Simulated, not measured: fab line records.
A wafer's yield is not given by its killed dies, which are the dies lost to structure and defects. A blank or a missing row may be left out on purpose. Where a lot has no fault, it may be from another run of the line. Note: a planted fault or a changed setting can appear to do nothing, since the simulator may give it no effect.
Which tool is to blame? ; flow gf180mcu ; 7 lots with 21 wafers sampled at 4 steps, on a route of 602 steps

## WHAT THE GAUGES READ, wafer by wafer
GF_MIM_RS_MEAS_10: a four-point-probe measurement.
lot;measured;on;MIM_ALCU_RS (ohm/sq)
L730;day 25 00:11;film_metro-03;0.1586 0.1633 0.1627
L732;day 25 17:07;film_metro-03;0.1555 0.1569 0.1579
L735;day 26 16:40;film_metro-03;0.1628 0.1595 0.1629
L739;day 28 05:10;film_metro-04;0.1625 0.1607 0.1631
L741;day 28 17:28;film_metro-04;0.1606 0.1577 0.1596
L744;day 29 12:08;film_metro-03;0.1613 0.1564 0.1607
L752;day 31 20:10;film_metro-04;0.1603 0.1622 0.1597

## EACH LOT AND THE TOOL THAT RAN IT (in order: tool; ch and the chambers of the sampled wafers; start)
lot;GF_SAB_ETCH_11;GF_MIM_SPUTTER_03;GF_MIM_SPUTTER_09
L730;rie_diel-03 ch 0,1,2, day 15 12:24;pvd_sputter-03, day 24 23:55;pvd_sputter-02, day 25 00:08
L732;rie_diel-01 ch 0,1,3, day 16 04:41;pvd_sputter-01, day 25 16:52;pvd_sputter-03, day 25 17:05
L735;rie_diel-04 ch 0,1,2, day 17 07:32;pvd_sputter-01, day 26 16:25;pvd_sputter-02, day 26 16:38
L739;rie_diel-01 ch 0,1, day 19 01:59;pvd_sputter-03, day 28 04:52;pvd_sputter-01, day 28 05:05
L741;rie_diel-01 ch 0,2, day 19 16:56;pvd_sputter-03, day 28 17:13;pvd_sputter-01, day 28 17:26
L744;rie_diel-04 ch 0,2,3, day 20 18:00;pvd_sputter-03, day 29 11:50;pvd_sputter-02, day 29 12:04
L752;rie_diel-01 ch 1,2,3, day 23 14:23;pvd_sputter-01, day 31 19:55;pvd_sputter-02, day 31 20:08
- GF_SAB_ETCH_11: etches SiO2 in C4F8/O2/Ar, target depth 55 nm, time 8.5 s.
- GF_MIM_SPUTTER_03: material Ti, target thk 10 nm, time 6.7 s.
- GF_MIM_SPUTTER_09: material TiN, target thk 35 nm, time 29.2 s.

## THE ANSWER, worked out from the rows above alone
Rule: the lots themselves supply what counts as usual. The widest of any qualifying gaps counts: lots, ordered by their means at a reading, are off when they make up no more than a third of the lots, leave a main group of 4 or more, and stand apart from it by 3 or more times the standard deviation of that group's means. A main group whose means are all the same, to the digits that the tables above print for the reading, isn't used. Also off: a lot with no number at a reading for which 4 or more lots have one. The other lots that the step has rows for count as sound.
Nothing can be told from this: no lot is off at any reading shown.

## WHAT HAD BEEN PUT IN BY THE SIMULATOR
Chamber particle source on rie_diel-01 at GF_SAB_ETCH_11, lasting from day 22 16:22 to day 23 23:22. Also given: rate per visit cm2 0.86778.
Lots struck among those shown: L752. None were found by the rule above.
